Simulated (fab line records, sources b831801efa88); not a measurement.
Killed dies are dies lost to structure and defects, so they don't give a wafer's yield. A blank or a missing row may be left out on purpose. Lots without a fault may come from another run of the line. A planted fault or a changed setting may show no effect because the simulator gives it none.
A struck lot beside a sound one | flow sfq_line | 13 steps out of a route of 325
Sound: wafers L109.1, L109.2, L109.4. Struck: wafers L105.1, L105.3, L105.5. The cause comes at the end.
At each step with rows: each side's tool, then ch and its chambers, then its first start. Under that, the readings that differ: sound wafers | struck wafers | difference of the means | sigmas: that difference in standard deviations of wafers without a fault.
alike: readings whose means differ by less than 2 such deviations, and words and numbers that are the same on both sides. not compared: withheld readings, readings that some wafer has no value for, bounds like >300 that may hide the same value, and numbers for which the record gives no deviation and whose values overlap.
The two part at a step that has a row with sigmas, a row that says differs or no value, or rows on one side only. Numbers that don't overlap but have no deviation are shown without sigmas and don't part them. A reading that every wafer of one side lacks parts them only if that side has two wafers or more.

SFQ_TRILAYER_I0_VIA_ETCH_VIA_ETCH_034: etches SiO2 in CHF3, stops on Nb, target depth 260 nm.
  sound on rie_diel-02 ch 0,1,3, day 15 10:53; struck on rie_diel-01 ch 0,1, day 14 13:17
  alike: chamber_pressure_mTorr, drypump_motor_current_A, oes_product_au
SFQ_TRILAYER_I0_VIA_STRIP_STRIP_035: strips in O2.
  sound on rie_metal-03 ch 0,1, day 15 10:59; struck on rie_metal-01 ch 0,1, day 14 13:23
  alike: chamber_pressure_mTorr, drypump_motor_current_A, oes_product_au, platen_temp_c
  not compared: rf_hours_counter_h
then, 2 steps without rows for these wafers: SFQ_TRILAYER_I0_VIA_STRIP_SOLV_CLEAN_036 (cleans in NMP, time 600 s); SFQ_TRILAYER_M1_DEP_PRE_CLEAN_038 (time 22.5 s).
SFQ_TRILAYER_M1_DEP_SPUTTER_037: material Nb, target thk 200 nm, time 133.3 s.
  sound on pvd_sputter-04, day 15 11:48; struck on pvd_sputter-06, day 14 14:22
  alike: cathode_dc_power_W, throttle_valve_pct
SFQ_M1_RS_MEAS_909: measures by four-point-probe.
  sound on film_metro-01, day 15 11:53; struck on film_metro-02, day 14 14:28
  alike: M1_NB_RS
then, 5 steps without rows for these wafers: SFQ_TRILAYER_M1_LITHO_COAT_044 (resist thk 62 nm); SFQ_TRILAYER_M1_LITHO_COAT_039 (resist thk 600 nm); SFQ_TRILAYER_M1_LITHO_SOFTBAKE_043; SFQ_TRILAYER_M1_LITHO_EXPOSE_040 (exposes mask M1, target cd 500 nm); SFQ_TRILAYER_M1_LITHO_PEB_042 (peb time 60 s).
-- the record jumps here: 3 days lie between the struck wafers' starts before and after --
SFQ_TRILAYER_M1_LITHO_DEVELOP_041: time 60 s.
  sound on litho_track-03 ch 0, day 18 06:37; struck on litho_track-03, day 17 04:40
  no value came back on the struck wafers for chill_plate_temp_C (C), exhaust_pa (Pa), time_s (s); on the sound wafers chill_plate_temp_C (C) reads 22.96 23.05 22.96
  reading                                             | sound             | struck            | difference | sigmas
  model.KrF_of_TRILAYER_M1_LITHO_COAT_039.thk_nm (nm) | 574.8 575.9 575.6 | 598.5 599.1 597.9 | +23.1      |
SFQ_M1_OVL_MEAS_911:
  sound on overlay-02, day 18 06:46; struck on overlay-02, day 17 04:49
  reading     | sound   | struck | difference                    | sigmas
  M1_OVL (nm) | -5 -2 1 | - - -  | no value on the struck wafers |

WHERE THEY PART
First at SFQ_TRILAYER_M1_LITHO_DEVELOP_041; last, within this record, at SFQ_M1_OVL_MEAS_911.

WHY: what the simulator had put in
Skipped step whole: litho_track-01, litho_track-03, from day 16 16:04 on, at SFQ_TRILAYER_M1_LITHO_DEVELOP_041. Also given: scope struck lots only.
